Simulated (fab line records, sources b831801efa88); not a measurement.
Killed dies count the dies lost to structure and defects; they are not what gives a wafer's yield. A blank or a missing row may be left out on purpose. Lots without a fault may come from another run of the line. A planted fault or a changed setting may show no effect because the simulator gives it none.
Problem report, 8D (eight disciplines) form, completed by code    flow sky130    the parts of the form that need people (team, actions taken, sign-off) are left out

## 1. PROBLEM STATEMENT
Mean of run-length-s at SKY_CAP2M_METAL_ETCH_13: 88.7 s across 2 wafers in 2 lots; on wafers with no fault it is 91.1 s (standard deviation 0.39). That puts it -6.2 standard deviations away from the usual mean.
The step: etches TiN in Cl2/BCl3, stops on SiO2, target depth 220 nm, time 62.9 s.
Earliest sighting: wafer L550.5 on rie-metal-01 at day 45 09:08. The record holds 16 wafers of 6 lots with a number at this step. The rule behind "out" and "out of limits": a value lying over 4 standard deviations away from the usual mean. The other wafers with a number count as sound.

## 2. WHAT IT IS, AND WHAT IT ISN'T
question                     is                            is not
which readings at this step  run-length-s, oes-product-au  drypump-motor-current-A, throttle-valve-pct
which lots                   L550, L552                    L537, L539, L541, L555
which wafers of those lots   L550.5, L552.4                L550.6, L552.3
read on which tools          rie-metal-01                  rie-metal-04
when                         from day 45 09:08             up to then (10 sound wafers); but 4 sound wafers of L552, L555 came after

## 3. WHAT RULES OUT EACH SUSPECT
Counting: a tool at a process step up to the reading stays a suspect if it ran every lot that is out. Sound lots after the first of them don't rule it out here, since some wafers of a struck lot are sound.
- pvd-sputter-03 at SKY_CAP2M_SPUTTER_02 (material TiN, target thk 200 nm, time 166.7 s): kept. It ran every lot that is out, first L550 (day 44 11:49).
- rie-metal-01 at SKY_CAP2M_METAL_ETCH_13 (etches TiN in Cl2/BCl3, stops on SiO2, target depth 220 nm, time 62.9 s): kept. It ran every lot that is out, first L550 (day 45 09:08); its last sound lot up to then is L541 (day 43 02:39). Out on those wafers are its own readings of oes-product-au, run-length-s.
After counting, pvd-sputter-03 at SKY_CAP2M_SPUTTER_02 and rie-metal-01 at SKY_CAP2M_METAL_ETCH_13 remain.

## 4. THE CAUSE (what the simulator had put in)
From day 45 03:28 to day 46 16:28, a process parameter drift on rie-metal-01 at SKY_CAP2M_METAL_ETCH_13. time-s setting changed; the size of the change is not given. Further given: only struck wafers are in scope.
Counting left 2 suspects, and this tool is among them.

## 5. SEQUENCE OF EFFECTS, ordered by route
Rows list readings where the struck wafers' mean (over those with a number) sits beyond 3 standard deviations from the usual. Only readings for which the record gives a usual standard deviation are gone through. hours: the time from each lot's start at the first step in this table that gives one to its start at this step, as a median over the lots. sigmas: the change in usual standard deviations.
hours  step                     reading         usual       on struck wafers  change  sigmas
0      SKY_CAP2M_METAL_ETCH_13  oes-product-au  0.945 a.u.  0.977             +0.032  +5.5
0      SKY_CAP2M_METAL_ETCH_13  run-length-s    91.1 s      88.7              -2.4    -6.2
Process steps it contains:
- SKY_CAP2M_METAL_ETCH_13: etches TiN in Cl2/BCl3, stops on SiO2, target depth 220 nm, time 62.9 s.

## 6. WHAT WOULD HAVE CAUGHT IT SOONER
In this record the first reading out of limits was taken at day 45 09:08, 6 hours after the fault began at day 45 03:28.
